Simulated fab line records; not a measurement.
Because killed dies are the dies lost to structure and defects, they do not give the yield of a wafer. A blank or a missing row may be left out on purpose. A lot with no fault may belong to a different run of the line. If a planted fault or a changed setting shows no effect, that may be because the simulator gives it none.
What tool caused it? | flow sky130 | 18 wafers from 6 lots sampled at 3 of the route's 708 steps

WHAT EACH GAUGE READ, for each wafer
SKY_RES_XHIGH_TW_MEAS_09.
lot  | measured     | on            | RES_XHIGH_TW
L680 | day 29 18:02 | film-metro-03 | 1653 1651 1645
L685 | day 31 04:46 | film-metro-01 | 1661 1664 1662
L688 | day 32 05:31 | film-metro-03 | 1655 1656 1660
L691 | day 32 23:41 | film-metro-03 | 1641 1646 1653
L693 | day 33 18:13 | film-metro-01 | 1653 1659 1650
L695 | day 34 04:31 | film-metro-01 | 1647 1652 1655

EACH LOT AND THE TOOL THAT RAN IT (in order: tool; ch and the chambers of the sampled wafers; start)
lot  | SKY_LDD_LDN_STRIP_12                 | SKY_RES_XHIGH_EXPOSE_04
L680 | plasma-asher-02 ch 0,1, day 25 18:20 | iline-stepper-01 ch 0, day 29 03:40
L685 | plasma-asher-03 ch 0,1, day 27 14:54 | iline-stepper-01 ch 0, day 30 14:55
L688 | plasma-asher-03 ch 0,1, day 28 16:46 | iline-stepper-01 ch 0, day 31 15:36
L691 | plasma-asher-02 ch 0,1, day 29 09:32 | iline-stepper-01 ch 0, day 32 10:37
L693 | plasma-asher-03 ch 0,1, day 30 06:08 | iline-stepper-01 ch 0, day 33 04:23
L695 | plasma-asher-02 ch 0,1, day 30 18:51 | iline-stepper-02 ch 0, day 33 16:37
- SKY_LDD_LDN_STRIP_12: strips in O2/N2.
- SKY_RES_XHIGH_EXPOSE_04: exposes mask URPM, target cd 1270 nm.

THE ANSWER, worked out from the rows above alone
Rule: the usual values come from the lots themselves. Put in order of their means at a reading, lots are off if they are a third of the lots or fewer, leave a main group of 4 or more, and stand apart from it by a gap of 3 or more times the standard deviation of the main group's means; of several such gaps the widest counts. If all means in a main group match to the digits the tables above print for the reading, that group is not used. Also off: a lot with no number at a reading for which 4 or more lots have one. Any other lot the step has rows for is counted as sound.
No lot is off at any reading shown: from this, nothing can be told.

WHAT THE SIMULATOR HAD INSERTED
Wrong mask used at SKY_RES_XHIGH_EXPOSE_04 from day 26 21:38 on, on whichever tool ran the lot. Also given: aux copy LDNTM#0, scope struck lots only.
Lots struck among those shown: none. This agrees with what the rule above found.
